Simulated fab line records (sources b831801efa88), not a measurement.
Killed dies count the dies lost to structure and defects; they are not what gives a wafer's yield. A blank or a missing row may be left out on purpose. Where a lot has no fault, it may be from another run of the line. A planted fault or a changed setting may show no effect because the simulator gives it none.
fab line records	flow sky130
record lots=12	wafers=36	last_day=50
route steps=708 shown FIELD_ISO@16 NWELL@65 VT_ADJUST_HVTP@95
lots that met no fault: from a run of the same line without faults
start_h: hours from the record's first day to the start of the lot's first wafer shown	wait_h: hours from the lot's prior step to this one	" unchanged from the row above	L1.1+2: one row covering several wafers at once	- no value, or no start was given	* or withheld: withheld	< > ~ a bound
route shown NAME@n: a module of which the file shows steps, and the number in the route of the first	usual: mean/standard deviation taken from wafers without a fault	same: alike in all rows	chamber/n: place in a boat	sites: the reading at each site	_std_site: standard deviation across them	_edge_site: outer sites' mean less inner sites'	radius_mm: for every site, how far away it sits from the centre of the wafer	mask NAME#n: copy n	behind: the tool/chamber that last shaped the wafer	hold: cause of the lot's hold/its duration in hours/its outcome	device: which transistor (n, p or np) failed to switch	end of line: at the end of the route, the tests of the same wafers	for a step that has no rows: nothing shown but its recipe	killed: count of dies lost to structure and defects at first sort (not the wafer's yield)	map: a wafer's dies, marking killed ones x, the rest . and places with no die _
set.NAME: the run value of the setting; set.NAME@STEP: its run value at that earlier step	model.NAME: the simulator's own value behind a step, which no gauge read
route steps across a sampled set of lots; one table per step, one row per wafer
services: a tool's chamber out of use, with start hour (start_h, from the record's first day; less than 0 if before it), hours out, and reason
## steps
# step SKY_FIELD_ISO_ETCH_15
# recipe chemistry=CHF3/O2	target_depth_nm=180	stop_on=Si	source_w=600	bias_w=200	pressure_mtorr=40	chf3_flow_sccm=50	O2_flow_sccm=5	time_s=72
# usual bias_w=200.0/0.55	drypump_motor_current_A=5.8/0.45	oes_product_au=0.946/0.0073	throttle_valve_pct=8.843/0.0089
# same time_s=72
lot.wafer	tool	chamber	start_h	wait_h	bias_w	drypump_motor_current_A	oes_product_au	rf_hours_counter_h	throttle_valve_pct
L908.2	rie_diel-03	0	32.93	0.0	200.1	6.4	0.947	169	8.857
L908.5	"	1	"	"	200.8	5.1	0.954	-	8.858
L908.6	"	2	"	"	200.4	6.2	0.952	-	8.845
L909.2	rie_diel-01	0	40.58	0.0	200.3	5.7	0.940	124	8.840
L909.3	"	3	"	"	199.2	6.0	0.938	18	8.846
L909.6	"	3	"	"	200.3	6.1	0.930	-	8.831
L910.1	rie_diel-03	1	43.16	0.0	199.6	5.0	0.939	133	8.851
L910.3	"	3	"	"	199.6	6.4	0.930	162	8.853
L910.6	"	1	"	"	199.5	5.0	0.936	-	8.850
L913.1	rie_diel-01	1	54.26	0.0	200.6	5.4	0.949	143	8.835
L913.2	"	2	"	"	200.4	5.9	0.951	8	8.823
L913.4	"	0	"	"	199.7	5.7	0.948	124	8.845
L914.1	rie_diel-03	2	59.18	0.0	200.3	6.2	0.949	167	8.837
L914.2	"	0	"	"	199.3	6.4	0.942	170	8.836
L914.5	"	1	"	"	200.0	5.0	0.947	-	8.845
L915.1	rie_diel-04	3	63.83	0.0	199.6	6.5	0.949	121	8.836
L915.3	"	0	"	"	200.2	5.1	0.942	3	8.849
L915.4	"	1	"	"	199.5	5.9	0.945	5	8.844
L916.1	rie_diel-04	0	69.01	0.0	199.4	5.1	0.940	3	8.843
L916.5	"	3	"	"	199.2	6.5	0.938	-	8.834
L916.6	"	2	"	"	198.5	5.8	0.953	-	8.831
L923.2	rie_diel-01	3	108.08	0.0	200.7	6.1	0.947	19	8.832
L923.3	"	1	"	"	200.3	5.4	0.952	144	8.842
L923.4	"	2	"	"	200.3	5.9	0.954	9	8.842
L925.4	rie_diel-01	2	118.23	0.0	199.7	5.9	0.958	9	8.834
L925.5	"	0	"	"	199.5	5.7	0.954	-	8.848
L925.6	"	3	"	"	200.4	6.1	0.949	-	8.835
L928.2	rie_diel-03	1	133.73	0.0	199.5	5.0	0.941	136	8.842
L928.3	"	0	"	"	199.5	6.4	0.937	1	8.837
L928.6	"	2	"	"	201.1	6.2	0.939	-	8.853
L930.4	rie_diel-04	0	145.01	0.0	200.2	5.1	0.941	4	8.837
L930.5	"	2	"	"	200.1	5.8	0.927	-	8.830
L930.6	"	3	"	"	200.1	6.5	0.935	-	8.837
L931.1	rie_diel-01	0	151.12	0.0	200.4	5.7	0.956	125	8.863
L931.3	"	1	"	"	199.6	5.5	0.959	145	8.831
L931.4	"	2	"	"	199.4	5.9	0.963	10	8.853
# step SKY_NWELL_IMPLANT_12
# recipe species=P	energy_kev=120	dose_cm2=1.3e+12	tilt_deg=withheld
# usual beam_energy_keV=120.00/0.041
lot.wafer	tool	chamber	start_h	wait_h	beam_energy_keV
L908.2	implanter-04	0	87.10	0.1	120.09
L908.5	"	0	"	"	120.03
L908.6	"	0	"	"	120.00
L909.2	implanter-04	0	96.56	0.1	119.98
L909.3	"	0	"	"	119.99
L909.6	"	0	"	"	119.92
L910.1	implanter-02	0	98.60	0.1	120.01
L910.3	"	0	"	"	120.01
L910.6	"	0	"	"	119.97
L913.1	implanter-04	0	112.43	0.1	120.03
L913.2	"	0	"	"	120.05
L913.4	"	0	"	"	120.05
L914.1	implanter-02	0	117.05	0.1	130.56
L914.2	"	0	"	"	130.55
L914.5	"	0	"	"	130.55
L915.1	implanter-04	0	122.59	0.1	120.04
L915.3	"	0	"	"	120.00
L915.4	"	0	"	"	120.02
L916.1	implanter-02	0	127.80	0.1	130.48
L916.5	"	0	"	"	130.56
L916.6	"	0	"	"	130.52
L923.2	implanter-04	0	172.01	0.1	119.92
L923.3	"	0	"	"	120.04
L923.4	"	0	"	"	119.98
L925.4	implanter-02	0	184.81	0.1	120.04
L925.5	"	0	"	"	119.96
L925.6	"	0	"	"	119.98
L928.2	implanter-02	0	201.35	0.1	120.06
L928.3	"	0	"	"	119.95
L928.6	"	0	"	"	120.02
L930.4	implanter-02	0	215.32	0.1	119.96
L930.5	"	0	"	"	120.02
L930.6	"	0	"	"	119.96
L931.1	implanter-02	0	223.03	0.1	120.05
L931.3	"	0	"	"	120.06
L931.4	"	0	"	"	120.04
# step SKY_NWELL_STRIP_14
# recipe chemistry=O2/N2	power_w=1400	pressure_mtorr=1500	platen_temp_c=withheld	o2_flow_sccm=3000	n2_flow_sccm=300	overash_fraction=0.5
# usual drypump_motor_current_A=5.42/0.28	oes_product_au=0.722/0.0048	strip_time_to_endpoint_s=36.94/0.11
lot.wafer	tool	chamber	start_h	wait_h	drypump_motor_current_A	oes_product_au	rf_hours_counter_h	strip_time_to_endpoint_s
L908.2	plasma_asher-01	1	87.38	0.1	5.13	0.725	26	36.83
L908.5	"	1	"	"	5.12	0.721	-	36.87
L908.6	"	0	"	"	5.09	0.726	-	36.99
L909.2	plasma_asher-01	0	96.84	0.1	5.08	0.716	27	36.94
L909.3	"	0	"	"	5.08	0.724	-	37.01
L909.6	"	0	"	"	5.06	0.734	-	37.05
L910.1	plasma_asher-04	1	98.90	0.1	5.55	0.716	43	37.03
L910.3	"	0	"	"	5.72	0.731	-	36.92
L910.6	"	0	"	"	5.73	0.725	-	37.03
L913.1	plasma_asher-04	0	112.73	0.1	5.72	0.724	45	36.73
L913.2	"	1	"	"	5.60	0.719	45	36.73
L913.4	"	0	"	"	5.71	0.723	-	36.79
L914.1	plasma_asher-01	0	117.35	0.1	5.08	0.723	29	37.21
L914.2	"	1	"	"	5.16	0.715	29	36.95
L914.5	"	1	"	"	5.14	0.723	-	37.03
L915.1	plasma_asher-04	0	122.89	0.1	5.72	0.719	46	37.11
L915.3	"	0	"	"	5.72	0.723	-	37.18
L915.4	"	1	"	"	5.58	0.726	-	37.13
L916.1	plasma_asher-03	0	128.10	0.1	5.77	0.732	1	36.89
L916.5	"	1	"	"	5.44	0.722	-	36.84
L916.6	"	0	"	"	5.76	0.722	-	36.91
L923.2	plasma_asher-01	0	172.29	0.1	5.10	0.715	35	36.99
L923.3	"	1	"	"	5.11	0.727	-	36.87
L923.4	"	0	"	"	5.10	0.725	-	36.96
L925.4	plasma_asher-03	0	185.07	0.1	5.80	0.722	-	36.96
L925.5	"	1	"	"	5.44	0.730	-	36.98
L925.6	"	0	"	"	5.79	0.717	-	36.93
L928.2	plasma_asher-04	1	201.63	0.1	5.55	0.720	53	36.90
L928.3	"	1	"	"	5.58	0.726	-	36.90
L928.6	"	0	"	"	5.73	0.719	-	36.86
L930.4	plasma_asher-04	1	215.58	0.1	5.61	0.719	-	36.94
L930.5	"	1	"	"	5.60	0.720	-	36.93
L930.6	"	0	"	"	5.73	0.723	-	36.96
L931.1	plasma_asher-01	1	223.33	0.1	5.13	0.734	40	36.95
L931.3	"	1	"	"	5.15	0.727	-	36.96
L931.4	"	0	"	"	5.08	0.720	-	37.01
# step SKY_VT_ADJUST_HVTP_STRIP_10
# recipe chemistry=O2/N2	power_w=1400	pressure_mtorr=1500	platen_temp_c=withheld	o2_flow_sccm=3000	n2_flow_sccm=300	overash_fraction=0.5
# usual drypump_motor_current_A=5.5/0.38	oes_product_au=0.716/0.0047	strip_time_to_endpoint_s=14.18/0.039
lot.wafer	tool	chamber	start_h	wait_h	drypump_motor_current_A	oes_product_au	rf_hours_counter_h	strip_time_to_endpoint_s
L908.2	plasma_asher-01	0	123.96	0.1	5.1	0.717	30	14.17
L908.5	"	0	"	"	5.1	0.721	-	14.22
L908.6	"	1	"	"	5.1	0.724	-	14.19
L909.2	plasma_asher-04	0	134.00	0.1	5.7	0.721	47	14.22
L909.3	"	0	"	"	5.7	0.715	-	14.25
L909.6	"	0	"	"	5.7	0.721	-	14.19
L910.1	plasma_asher-01	0	136.37	0.1	5.1	0.719	31	14.23
L910.3	"	0	"	"	5.1	0.718	-	14.17
L910.6	"	0	"	"	5.1	0.715	-	14.22
L913.1	plasma_asher-01	1	150.93	0.1	5.1	0.713	33	14.21
L913.2	"	0	"	"	5.1	0.708	33	14.21
L913.4	"	1	"	"	5.1	0.712	-	14.22
L914.1	plasma_asher-01	0	155.83	0.1	5.1	0.718	33	14.15
L914.2	"	1	"	"	5.2	0.714	33	14.19
L914.5	"	0	"	"	5.1	0.717	-	14.20
L915.1	plasma_asher-04	1	162.57	0.1	5.6	0.717	50	14.19
L915.3	"	0	"	"	5.7	0.710	-	14.14
L915.4	"	1	"	"	5.6	0.723	-	14.21
L916.1	plasma_asher-01	0	167.32	0.1	5.1	0.717	34	14.25
L916.5	"	1	"	"	5.2	0.719	-	14.21
L916.6	"	0	"	"	5.1	0.713	-	14.21
L923.2	plasma_asher-02	1	216.27	0.1	6.1	0.723	54	14.13
L923.3	"	1	"	"	6.1	0.716	-	14.10
L923.4	"	0	"	"	5.6	0.716	-	14.15
L925.4	plasma_asher-01	1	230.96	0.1	5.1	0.715	-	14.11
L925.5	"	1	"	"	5.1	0.710	-	14.16
L925.6	"	0	"	"	5.1	0.721	-	14.18
L928.2	plasma_asher-02	0	248.22	0.1	5.7	0.718	57	14.13
L928.3	"	0	"	"	5.7	0.712	-	14.19
L928.6	"	0	"	"	5.7	0.711	-	14.16
L930.4	plasma_asher-01	1	262.99	0.1	5.1	0.709	-	14.20
L930.5	"	0	"	"	5.1	0.713	-	14.22
L930.6	"	1	"	"	5.1	0.708	-	14.18
L931.1	plasma_asher-02	0	270.92	0.1	5.7	0.714	59	14.18
L931.3	"	1	"	"	6.1	0.721	-	14.20
L931.4	"	0	"	"	5.7	0.722	-	14.18
## services
tool	chamber	start_h	hours	kind
rie_diel-04	-	11.72	15.6	pm
implanter-04	-	12.29	1.7	repair
implanter-02	-	18.07	3.1	pm
plasma_asher-01	-	18.76	15.6	pm
rie_diel-04	-	27.32	28.1	pm
rie_diel-01	-	55.18	14.6	pm
implanter-04	-	60.24	1.3	repair
implanter-04	-	77.57	3.0	pm
rie_diel-04	1	85.68	5.5	repair
rie_diel-04	1	117.21	3.9	repair
rie_diel-01	-	129.13	8.2	repair
rie_diel-03	-	134.15	14.6	pm
rie_diel-03	2	180.37	1.6	repair
implanter-04	-	188.22	2.3	repair
rie_diel-01	3	199.24	2.6	repair
plasma_asher-04	-	199.25	1.9	repair
plasma_asher-01	-	211.20	2.1	repair
rie_diel-04	-	229.17	0.1	repair
rie_diel-01	-	238.82	28.1	pm
rie_diel-03	0	239.24	4.4	repair
rie_diel-04	0	241.73	4.4	repair
plasma_asher-04	-	252.40	4.3	pm
rie_diel-04	2	259.00	8.3	repair
rie_diel-03	3	264.84	7.7	repair
## key
first_sign step=SKY_NWELL_IMPLANT_12	reading=beam_energy_keV	direction=up	sigmas=99+	usual=*	struck=*
effect none on later readings
met_at SKY_NWELL_IMPLANT_12
struck_lots L914,L916
tester_left_out L914,L916
not_acting_at SKY_FIELD_ISO_ETCH_15,SKY_NWELL_STRIP_14,SKY_VT_ADJUST_HVTP_STRIP_10
onset_between 98.60 117.05
fault kind=process_parameter_drift	tool=implanter-02	chamber=-	onset_h=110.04	steps=SKY_NWELL_IMPLANT_12	channel=energy_kev	offset=*	shape=step	end_h=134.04	acts_in=*	stated=*
# tester_left_out: of these lots the tester's yield and bins aren't shown, on N5 and GAA mostly nor the transistor test; their killed dies are dies lost to structure and defects alone, not to doping, threshold or leakage, so they don't give the yield
